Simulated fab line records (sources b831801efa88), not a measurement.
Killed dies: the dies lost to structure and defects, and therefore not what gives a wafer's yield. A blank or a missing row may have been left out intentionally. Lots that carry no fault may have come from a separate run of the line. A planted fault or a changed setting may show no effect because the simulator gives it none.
Chamber matching -- flow gf180mcu -- rie_si-02 running GF_STI_ETCH_14: 4 sister chambers
The step etches Si in HBr/Cl2/O2, target depth 360 nm, time 102.9 s. 4 wafers are shown with their chamber, then 7 later ones without.

WAFERS WITH THEIR CHAMBER
wafer,chamber,drypump_motor_current_A (A)
L229.2,0,5.4
L232.3,1,5.6
L242.1,3,6.7
L242.5,2,6.5

WAFERS WITH NO CHAMBER GIVEN
wafer,drypump_motor_current_A (A)
L242.6,5.6
L246.1,5.4
L246.2,5.6
L246.4,6.5
L247.3,6.4
L247.5,6.4
L247.6,6.7

WHICH CHAMBER EACH ONE RAN IN
wafer,from the rows above,in truth
L242.6,1,1
L246.1,0,0
L246.2,1,1
L246.4,2,2
L247.3,2,2
L247.5,2,2
L247.6,3,3
Correctly placed: 7 of 7. Not placeable from these rows: 0. 0 placed wrongly.
How it was worked out, from the rows above alone: a wafer's distance from a chamber is the root of the sum, over the readings, of the square of ((its reading less the chamber's mean) divided by the reading's scatter). If the next closest chamber is less than 2 further off than the closest, the wafer can't be placed; otherwise it belongs to the closest. The mean given for a chamber averages the wafers shown for that chamber. The scatter: with one shown wafer a chamber, the root of the mean of the squares of how far each hidden wafer lies from its nearest shown one.
